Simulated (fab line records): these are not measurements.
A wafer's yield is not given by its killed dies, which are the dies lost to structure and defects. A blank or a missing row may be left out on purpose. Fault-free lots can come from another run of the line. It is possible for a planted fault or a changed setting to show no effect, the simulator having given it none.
Which tool was responsible? ; flow sfqLine ; 21 wafers from 7 lots sampled at 2 of the route's 325 steps

== WHAT EACH GAUGE READ, for each wafer ==
SFQ_I1_BOW_MEAS_912.
lot;measured;on;I1_BOW (um)
L659;day 19 19:44;filmMetro-03;6 13 6
L662;day 21 22:29;filmMetro-02;0 5 11
L666;day 23 09:49;filmMetro-02;1 -13 -18
L670;day 25 03:17;filmMetro-02;-11 -14 -14
L673;day 32 04:43;filmMetro-02;2 0 12
L675;day 33 07:10;filmMetro-01;0 6 14 - - -
L679;day 35 23:49;filmMetro-02;-10 -16 -2

== WHAT TOOL EACH LOT RAN ON (gives the tool, then ch and the chambers of the sampled wafers, and finally the start) ==
lot;SFQ_TRILAYER_I1_CMP_CMP_046
L659;cmp-02 ch 0,1, day 19 16:43
L662;cmp-01 ch 0,1,3, day 21 19:28
L666;cmp-02 ch 0,2,3, day 23 07:19
L670;cmp-02 ch 1,2,3, day 25 00:16
L673;cmp-01 ch 0,2,3, day 32 01:43
L675;cmp-01 ch 0,1,3, day 33 05:10
L679;cmp-02 ch 1,3, day 35 20:46
- SFQ_TRILAYER_I1_CMP_CMP_046: polishes SiO2.

== THE ANSWER, worked out from the rows above alone ==
Rule: usual is defined by the lots themselves. The widest of any qualifying gaps counts: lots, ordered by their means at a reading, are off when they make up no more than a third of the lots, leave a main group of 4 or more, and stand apart from it by 3 or more times the standard deviation of that group's means. Not used: any main group whose means are identical at the precision the tables above print for the reading. A lot without any number at a reading at which 4 lots or more have one is off too. All remaining lots with rows at the step are treated as sound.
No lot is off at any reading shown: from this, nothing can be told.

== WHAT HAD BEEN PUT IN BY THE SIMULATOR ==
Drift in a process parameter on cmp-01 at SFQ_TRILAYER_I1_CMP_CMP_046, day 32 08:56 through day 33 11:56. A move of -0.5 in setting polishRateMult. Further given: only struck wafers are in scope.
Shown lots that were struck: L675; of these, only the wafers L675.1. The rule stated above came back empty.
